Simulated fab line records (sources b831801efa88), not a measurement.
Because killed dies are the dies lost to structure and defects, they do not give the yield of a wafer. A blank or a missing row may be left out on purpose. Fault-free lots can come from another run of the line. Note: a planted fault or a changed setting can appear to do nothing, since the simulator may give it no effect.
The tool behind it: which one?	flow sky130	10 lots with 29 wafers sampled at 5 steps, on a route of 708 steps

== WHAT EACH GAUGE READ, for each wafer ==
SKY_SD_N_RS_MEAS_18: measurement is done with a four-point probe. Usual: RES_XHIGH_RS 333.5 ohm/sq, standard deviation 1.3.
lot	measured	on	RES_XHIGH_RS (ohm/sq)	flag
L960	day 27 10:35	film metro-03	333.3 335.8 334.2	
L961	day 28 09:12	film metro-01	333.0 333.4 332.9	
L962	day 28 09:34	film metro-03	333.4 332.9 332.5	
L964	day 29 16:35	film metro-01	333.9 331.5	
L966	day 30 09:51	film metro-01	333.9 334.2 333.0	
L976	day 33 04:54	film metro-03	337.0 337.0 336.9	
L977	day 33 14:36	film metro-01	332.8 332.4 333.4	
L978	day 33 18:00	film metro-02	333.8 333.0 334.2	
L982	day 35 07:19	film metro-02	332.3 331.4 331.0	
L983	day 35 09:17	film metro-03	334.4 335.1 334.0	

SKY_LOCAL_INTERCONNECT_RS_MEAS_01: measurement is done with a four-point probe. Usual: LOCAL_INTERCONNECT_TIN_RS 14.18 ohm/sq, standard deviation 0.18.
lot	measured	on	LOCAL_INTERCONNECT_TIN_RS (ohm/sq)	flag
L960	day 28 17:08	film metro-04	14.19 13.98 14.05	
L961	day 29 16:13	film metro-04	14.22 14.35 14.16	
L962	day 29 16:55	film metro-04	14.30 13.93 14.09	
L964	day 30 23:17	film metro-02	15.71 14.13	OFF
L966	day 31 15:09	film metro-01	14.47 14.33 16.04	OFF
L976	day 34 09:48	film metro-04	13.97 13.85 13.87	
L977	day 34 19:43	film metro-02	14.37 14.26 14.36	
L978	day 34 22:43	film metro-01	14.05 14.25 13.90	
L982	day 36 11:17	film metro-01	14.20 14.23 14.02	
L983	day 36 13:32	film metro-02	13.96 14.25 14.01	

SKY_LOCAL_INTERCONNECT_THK_MEAS_02: measures by xrf. Usual: LOCAL_INTERCONNECT_TIN_THK 99.8 nm, standard deviation 1.3.
lot	measured	on	LOCAL_INTERCONNECT_TIN_THK (nm)	flag
L960	day 28 17:15	film metro-04	99.8 100.6 100.4	
L961	day 29 16:20	film metro-04	98.6 99.1 99.8	
L962	day 29 17:02	film metro-04	98.5 101.3 100.4	
L964	day 30 23:24	film metro-02	90.8 100.5	OFF
L966	day 31 15:16	film metro-01	97.4 98.5 88.5	OFF
L976	day 34 09:55	film metro-04	101.8 102.7 102.0	
L977	day 34 19:50	film metro-02	99.0 99.6 99.1	
L978	day 34 22:50	film metro-01	101.3 99.2 101.4	
L982	day 36 11:23	film metro-01	99.3 99.6 100.4	
L983	day 36 13:38	film metro-02	101.3 99.7 101.2	

== WHAT TOOL EACH LOT RAN ON (gives the tool, then ch and the chambers of the sampled wafers, and finally the start) ==
lot	SKY_LI_CONTACT_ETCH_15	SKY_LOCAL_INTERCONNECT_SPUTTER_00
L960	rie diel-03 ch 1,3, day 28 15:56	pvd sputter-01, day 28 17:03
L961	rie diel-03 ch 0,1,3, day 29 15:01	pvd sputter-03, day 29 16:10
L962	rie diel-02 ch 1,2,3, day 29 15:43	pvd sputter-01, day 29 16:51
L964	rie diel-03 ch 0,3, day 30 22:05	pvd sputter-01, day 30 23:13
L966	rie diel-01 ch 0,2,3, day 31 13:49	pvd sputter-01, day 31 15:04
L976	rie diel-01 ch 1,2,3, day 34 08:04	pvd sputter-04, day 34 09:43
L977	rie diel-01 ch 0,1,3, day 34 18:31	pvd sputter-03, day 34 19:39
L978	rie diel-02 ch 0,2,3, day 34 21:31	pvd sputter-01, day 34 22:39
L982	rie diel-02 ch 0,1,3, day 36 10:04	pvd sputter-01, day 36 11:12
L983	rie diel-03 ch 0,1, day 36 12:19	pvd sputter-01, day 36 13:27
- SKY_LI_CONTACT_ETCH_15: etches PSG in C4F8/O2/Ar, stops on Si, target depth 600 nm.
- SKY_LOCAL_INTERCONNECT_SPUTTER_00: material TiN, target thk 100 nm, time 83.3 s.

== AS READ BY THE TOOLS THEMSELVES (means over the sampled wafers that have a number; for cases with no such wafer, the mark the record gives instead) ==
SKY_LI_CONTACT_ETCH_15. Usual: chamber pressure mTorr 40.00 mTorr, standard deviation 0.037; oes product au 0.837 a.u., standard deviation 0.0045.
lot	tool	chamber pressure mTorr (mTorr)	oes product au (a.u.)	flag
L960	rie diel-03	40.04	0.840	
L961	rie diel-03	40.04	0.839	
L962	rie diel-02	39.98	0.832	
L964	rie diel-03	40.02	0.837	
L966	rie diel-01	39.99	0.832	
L976	rie diel-01	39.96	0.840	
L977	rie diel-01	39.97	0.837	
L978	rie diel-02	39.99	0.839	
L982	rie diel-02	40.00	0.836	
L983	rie diel-03	40.02	0.838	

SKY_LOCAL_INTERCONNECT_SPUTTER_00. Usual: throttle valve pct reads 29.9 % (standard deviation 1.2).
lot	tool	throttle valve pct (%)	flag
L960	pvd sputter-01	28.7	
L961	pvd sputter-03	29.1	
L962	pvd sputter-01	30.4	
L964	pvd sputter-01	29.5	
L966	pvd sputter-01	29.4	
L976	pvd sputter-04	30.3	
L977	pvd sputter-03	30.3	
L978	pvd sputter-01	29.5	
L982	pvd sputter-01	29.4	
L983	pvd sputter-01	29.9	

== THE ANSWER, worked out from the rows above alone ==
Rule: a lot is off if the mean of its wafers that have a number lies more than 3 standard deviations from the usual mean. A lot without any number at a reading at which 4 lots or more have one is off too. The other lots that the step has rows for count as sound. The gauges are gone through in route order, then the tools' own readings, and for those a lot's mean is taken as printed above. At the first step where some lot is off, the reading lying furthest off is the one used; lots without a number count as furthest.
Off: L964, L966, at SKY_LOCAL_INTERCONNECT_RS_MEAS_01 (LOCAL_INTERCONNECT_TIN_RS).
A tool fits if, at a process step before that reading, it ran every lot that is off, and no sound lot after the first of them. The gauges at SKY_LOCAL_INTERCONNECT_RS_MEAS_01 are tried like those tools. Of those tried, none fits.

== WHAT THE SIMULATOR PUT IN ==
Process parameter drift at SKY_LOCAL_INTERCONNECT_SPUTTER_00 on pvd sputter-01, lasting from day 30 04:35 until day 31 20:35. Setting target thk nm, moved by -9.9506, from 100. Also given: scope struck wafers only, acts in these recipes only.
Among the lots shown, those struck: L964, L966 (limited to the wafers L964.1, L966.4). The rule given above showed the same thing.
